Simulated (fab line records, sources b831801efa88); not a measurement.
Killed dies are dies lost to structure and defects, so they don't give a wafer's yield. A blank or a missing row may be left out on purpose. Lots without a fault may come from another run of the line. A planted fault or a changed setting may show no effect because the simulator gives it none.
One fault seen from 2 desks | flow sky130 | each desk has only its own numbers; what lay behind them comes last

THE METROLOGY DESK
What the gauges read, lot by lot, whatever tool the lot ran on: means of the sampled wafers that have a number. A lot is out of limits, marked OUT, if its mean lies more than 4 standard deviations from the usual mean; the brackets give that distance.
Columns: A = DNWELL_TW at SKY_DNWELL_TW_MEAS_09, usual 1115; B = PWDE_OVL at SKY_PWDE_OVL_MEAS_07, usual -0.1 nm
lot  | first seen here | A    | B
L642 | day 3 13:44     | 1114 | 0.1
L644 | day 3 21:21     | 1108 | -1.1
L652 | day 5 15:33     | 1123 | -1.7
L654 | day 6 02:48     | 1116 | -0.4
L663 | day 8 03:11     | 1116 | 2.0
L664 | day 8 08:12     | 1114 | -0.3
This desk's finding: nothing out of limits on any of the 6 lots.

THE TOOL OWNER'S DESK: implanter-04
The tool's own readings at SKY_PWDE_IMPLANT_08: means of the sampled wafers that have a number, for each lot that ran on this tool. A lot is out of limits, marked OUT, if its mean lies more than 4 standard deviations from the usual mean; the brackets give that distance.
Columns: A = beam_energy_keV at SKY_PWDE_IMPLANT_08, usual 150.01
lot  | first seen here | A
L642 | day 4 05:46     | 150.01
L663 | day 9 00:35     | 139.64 (-99 or more) OUT
L664 | day 9 05:41     | 139.60 (-99 or more) OUT
This desk's finding: out of limits on L663, L664; first on L663, day 9 00:35 (beam_energy_keV at SKY_PWDE_IMPLANT_08). In limits: L642.

PUT TOGETHER
The tool owner's desk could have raised an alarm at day 9 00:35, on L663, L664.
The metrology desk saw nothing out of limits.
The metrology desk has L663, L664 on record, within its limits.
Of the lots named, all ran SKY_PWDE_IMPLANT_08 on implanter-04.

WHAT THE SIMULATOR HAD PUT IN
Process parameter drift: implanter-04, from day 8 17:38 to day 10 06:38, at SKY_PWDE_IMPLANT_08. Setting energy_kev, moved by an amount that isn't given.
Lots struck among those shown: L663, L664.
Hours from the fault's start to each desk's first reading out of limits: the tool owner's desk, 7.
